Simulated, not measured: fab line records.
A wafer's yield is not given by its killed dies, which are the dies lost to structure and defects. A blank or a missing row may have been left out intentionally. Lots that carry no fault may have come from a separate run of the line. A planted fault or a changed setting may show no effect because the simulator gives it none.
Matching of chambers ; flow gf180mcu ; 3 sister chambers for GF_V1_CMP_04 on cmp-01
The step polishes SiO2. 6 wafers are shown with their chamber, then 5 later ones without.

WAFERS, EACH WITH ITS CHAMBER
wafer;chamber;motor_current_A (A);slurry_flow_ml_min
L213.4;3;11.9;149.9
L213.5;3;11.4;149.8
L214.2;1;11.9;150.2
L214.5;1;12.1;150.4
L214.6;2;9.7;149.7
L226.1;2;9.9;149.8

WAFERS MISSING THEIR CHAMBER
wafer;motor_current_A (A);slurry_flow_ml_min
L226.6;10.9;149.6
L231.2;11.3;150.4
L231.5;11.4;150.1
L232.1;10.1;149.8
L232.3;11.7;150.3

THE CHAMBER EACH PASSED THROUGH
wafer;from the rows above;in truth
L226.6;can't be placed: 3 or 2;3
L231.2;1;1
L231.5;can't be placed: 3 or 1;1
L232.1;2;2
L232.3;1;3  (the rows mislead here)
Placed correctly: 2 of 5. Can't be placed from these rows: 2 (the true chamber is among the candidates in 2). 1 placed wrongly.
How it was worked out, from the rows above alone: a wafer's distance from a chamber is the root of the sum, over the readings, of the square of ((its reading less the chamber's mean) divided by the reading's scatter). The wafer belongs to the nearest chamber; if the next one is less than 2 further off, it can't be placed. The mean given for a chamber averages the wafers shown for that chamber. The scatter: the root of (the sum of the squares of (reading less its chamber's mean) over the shown wafers, divided by (wafers less chambers)).
